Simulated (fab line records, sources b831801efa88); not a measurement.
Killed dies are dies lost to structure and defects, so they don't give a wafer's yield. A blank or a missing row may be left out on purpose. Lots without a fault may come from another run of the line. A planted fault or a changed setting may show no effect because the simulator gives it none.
Split-lot experiment | flow gf180mcu | 5 lots, 23 wafers read, on a route of 602 steps

THE SPLIT
At GF_DNWELL_STRIP_08 (strips in O2/N2), the setting platen_temp_c was moved away from the recipe's 250 C on 11 of the 23 wafers read, by -2.8% to +2.3%. The other wafers ran this setting at the recipe's value.

The reading is taken at the split's own step.

THE READING
oes_product_au, in a.u., at GF_DNWELL_STRIP_08 (strips in O2/N2). Fault-free wafers of this fab line usually give 0.722 a.u., standard deviation 0.0048 a.u..

wafer  | tool, chamber at the split | platen_temp_c as run, C | against the recipe | oes_product_au, a.u. | against lot-mates on the recipe
L075.1 | plasma_asher-02, 1         | 250                     | recipe             | 0.717                | -
L075.2 | plasma_asher-02, 0         | 255.8                   | +2.3%              | 0.772                | +0.051
L075.3 | plasma_asher-02, 1         | 250                     | recipe             | 0.726                | -
L075.4 | plasma_asher-02, 0         | 250                     | recipe             | 0.720                | -
L075.5 | plasma_asher-02, 0         | 255.8                   | +2.3%              | 0.777                | +0.056
L076.2 | plasma_asher-03, 1         | 250                     | recipe             | 0.724                | -
L076.3 | plasma_asher-03, 1         | 243.1                   | -2.8%              | 0.656                | -0.068
L076.4 | plasma_asher-03, 0         | 243.1                   | -2.8%              | 0.659                | -0.065
L076.5 | plasma_asher-03, 1         | 243.1                   | -2.8%              | 0.666                | -0.058
L076.6 | plasma_asher-03, 0         | 250                     | recipe             | 0.725                | -
L083.1 | plasma_asher-02, 0         | 247.6                   | -1.0%              | 0.706                | -0.014
L083.2 | plasma_asher-02, 1         | 250                     | recipe             | 0.720                | -
L083.3 | plasma_asher-02, 0         | 247.6                   | -1.0%              | 0.700                | -0.020
L083.4 | plasma_asher-02, 1         | 247.6                   | -1.0%              | 0.697                | -0.023
L083.6 | plasma_asher-02, 0         | 250                     | recipe             | 0.719                | -
L082.1 | plasma_asher-03, 1         | 246.4                   | -1.4%              | 0.691                | -0.025
L082.2 | plasma_asher-03, 0         | 246.4                   | -1.4%              | 0.698                | -0.018
L082.4 | plasma_asher-03, 1         | 250                     | recipe             | 0.713                | -
L082.5 | plasma_asher-03, 0         | 250                     | recipe             | 0.719                | -
L082.6 | plasma_asher-03, 1         | 246.4                   | -1.4%              | 0.698                | -0.018
L084.2 | plasma_asher-02, 1         | 250                     | recipe             | 0.728                | -
L084.3 | plasma_asher-02, 1         | 250                     | recipe             | 0.731                | -
L084.5 | plasma_asher-02, 1         | 250                     | recipe             | 0.719                | -

THE FIT
A straight line over all 23 wafers: oes_product_au changes by +0.0219 a.u. for each +1% of platen_temp_c; r = +0.99; the points scatter about the line by 0.0049 a.u..
The same after taking each lot's own level away (the mean of its wafers on the recipe; 23 wafers): +0.022 a.u. for each +1%; r = +0.98; scatter 0.0057 a.u..
On that fit, the largest move of platen_temp_c shifts the reading by 0.061 a.u..
The lots' own levels span 0.7160 to 0.7260 a.u., that is 2.1 times the standard deviation above.
So the lot-to-lot level changes the slope little: the two slopes agree.
Check: with one of the wafers moved furthest among these (-2.8%) left out of the fit, the line predicts -0.0571 a.u. for it against its lot-mates. It came out at -0.0685 a.u. against them.
Tool readings at the split's step, against how far the setting was moved: oes_product_au r = +0.99; strip_time_to_endpoint_s r = -0.97.

OTHER SPLITS ON THESE WAFERS
These wafers also went through other splits before the reading. Each is held against what the fit with the lots' levels taken away leaves over:
other split on the same wafers | wafers away from the commonest value | r with oes_product_au (lot level and that fit taken away)
GF_STI_OXIDATION_01 ox_time_s  | 13                                   | -0.33
GF_STI_CVD_03 pressure_mtorr   | 10                                   | +0.55
GF_DNWELL_COAT_02 spin_rpm     | 7                                    | -0.15

THE WHOLE CHAIN: every reading that the file lists as answering this split, in the file's order
step               | what it does    | reading                  | change (the file's fit)                  | r (the file's)
GF_DNWELL_STRIP_08 | strips in O2/N2 | oes_product_au           | +0.0218 a.u. for each +1% of the setting | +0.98
GF_DNWELL_STRIP_08 | strips in O2/N2 | strip_time_to_endpoint_s | withheld for each +1% of the setting     | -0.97

THE FILE'S OWN FIT
oes_product_au changes by +0.0218 a.u. for each +1% of platen_temp_c, r = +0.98.
